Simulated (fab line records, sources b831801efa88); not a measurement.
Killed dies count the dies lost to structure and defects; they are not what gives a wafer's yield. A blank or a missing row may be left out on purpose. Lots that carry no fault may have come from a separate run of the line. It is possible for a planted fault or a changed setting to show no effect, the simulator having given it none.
The tool behind it: which one? | flow sky130 | 39 wafers from 13 lots sampled at 3 of the route's 708 steps

WHAT EACH GAUGE READ, for each wafer
SKY_LI_CONTACT_OVL_MEAS_13. Usual: LI_CONTACT_OVL -2 nm, standard deviation 5.6.
lot  | measured     | on         | LI_CONTACT_OVL (nm) | flag
L804 | day 29 02:37 | overlay-01 | 3 -2 5              |
L805 | day 29 22:27 | overlay-01 | -1 0 -1             |
L808 | day 31 03:34 | overlay-01 | -2 2 -3             |
L807 | day 31 05:08 | overlay-01 | -16 -4 -13          |
L812 | day 31 23:46 | overlay-02 | -1 2 -4             |
L816 | day 33 21:10 | overlay-01 | 1 -8 -1             |
L817 | day 33 22:37 | overlay-02 | -1 2 0              |
L818 | day 34 05:19 | overlay-02 | 1 -6 3              |
L821 | day 35 10:55 | overlay-01 | -10 -12 -7          |
L822 | day 35 16:07 | overlay-01 | -3 2 -4             |
L823 | day 35 17:52 | overlay-02 | -2 -8 -2            |
L824 | day 36 04:00 | overlay-01 | 5 9 3               |
L825 | day 36 07:18 | overlay-01 | -2 0 5              |

SKY_LOCAL_INTERCONNECT_THK_MEAS_02: measures by xrf. Usual: LOCAL_INTERCONNECT_TIN_THK 99.7 nm, standard deviation 1.7.
lot  | measured     | on            | LOCAL_INTERCONNECT_TIN_THK (nm) | flag
L804 | day 29 04:00 | film metro-04 | 96.8 97.2 96.6                  |
L805 | day 29 23:51 | film metro-03 | 100.1 100.2 100.3               |
L808 | day 31 04:58 | film metro-04 | 98.4 98.7 98.3                  |
L807 | day 31 06:32 | film metro-01 | 99.1 98.5 98.4                  |
L812 | day 32 01:10 | film metro-01 | 100.2 103.2 100.4               |
L821 | day 35 12:19 | film metro-01 | 99.2 101.1 100.6                |
L822 | day 35 17:38 | film metro-04 | 99.8 99.3 99.0                  |
L823 | day 35 19:15 | film metro-03 | 100.5 99.9 99.5                 |
L824 | day 36 05:23 | film metro-03 | 99.8 98.4 99.9                  |
L825 | day 36 08:41 | film metro-03 | 99.7 100.9 99.4                 |

TOOL THAT RAN EACH LOT (tool first, then ch and the chambers of the sampled wafers, then the start)
lot  | SKY_LI_CONTACT_SPUTTER_20
L804 | pvd sputter-03, day 29 03:09
L805 | pvd sputter-04, day 29 23:00
L808 | pvd sputter-04, day 31 04:06
L807 | pvd sputter-03, day 31 05:40
L812 | pvd sputter-03, day 32 00:18
L816 | pvd sputter-03, day 33 21:53
L817 | pvd sputter-04, day 33 23:08
L818 | pvd sputter-03, day 34 06:01
L821 | pvd sputter-03, day 35 11:28
L822 | pvd sputter-04, day 35 16:39
L823 | pvd sputter-03, day 35 18:23
L824 | pvd sputter-03, day 36 04:32
L825 | pvd sputter-01, day 36 07:50
- SKY_LI_CONTACT_SPUTTER_20: material TiN, target thk 20 nm, time 80 s.

WHAT THE TOOLS THEMSELVES READ (means of the sampled wafers that have a number; where no wafer has one, the mark that the record gives instead)
SKY_LI_CONTACT_SPUTTER_20. Usual: cathode dc power W 4000.0 W, standard deviation 0.69; chamber pressure pa 5.000 Pa, standard deviation 0.0098; throttle valve pct 30.3 %, standard deviation 0.65.
lot  | tool           | cathode dc power W (W) | chamber pressure pa (Pa) | throttle valve pct (%) | flag
L804 | pvd sputter-03 | 4000.2                 | 4.996                    | 30.1                   |
L805 | pvd sputter-04 | 3999.9                 | 5.012                    | 31.1                   |
L808 | pvd sputter-04 | 3999.5                 | 5.004                    | 30.8                   |
L807 | pvd sputter-03 | 4000.2                 | 5.003                    | 30.3                   |
L812 | pvd sputter-03 | 4000.5                 | 5.008                    | 29.3                   |
L816 | pvd sputter-03 | -                      | -                        | -                      | OFF
L817 | pvd sputter-04 | -                      | -                        | -                      | OFF
L818 | pvd sputter-03 | -                      | -                        | -                      | OFF
L821 | pvd sputter-03 | 4000.2                 | 5.007                    | 30.3                   |
L822 | pvd sputter-04 | 4000.3                 | 5.002                    | 30.6                   |
L823 | pvd sputter-03 | 3999.9                 | 5.000                    | 30.0                   |
L824 | pvd sputter-03 | 4000.3                 | 5.001                    | 29.7                   |
L825 | pvd sputter-01 | 4000.3                 | 5.000                    | 30.4                   |

THE ANSWER, worked out from the rows above alone
Rule: a lot is off if the mean of its wafers that have a number lies more than 3 standard deviations from the usual mean. Also off: a lot with no number at a reading for which 4 or more lots have one. All remaining lots with rows at the step are treated as sound. Order of review: gauges by route order, followed by the tools' own readings, for which a lot's mean as printed above is used. The first step at which some lot is off is used, and at that step the reading that is off furthest; a lot without a number counts as furthest.
Off at SKY_LI_CONTACT_SPUTTER_20 (cathode dc power W): L816, L817, L818. Without a number there: L816, L817, L818.
A tool fits if, at that step or a process step before it, it ran every lot that is off, and no sound lot after the first of them. Not one of the candidates tried fits.

WHAT THE SIMULATOR HAD INSERTED
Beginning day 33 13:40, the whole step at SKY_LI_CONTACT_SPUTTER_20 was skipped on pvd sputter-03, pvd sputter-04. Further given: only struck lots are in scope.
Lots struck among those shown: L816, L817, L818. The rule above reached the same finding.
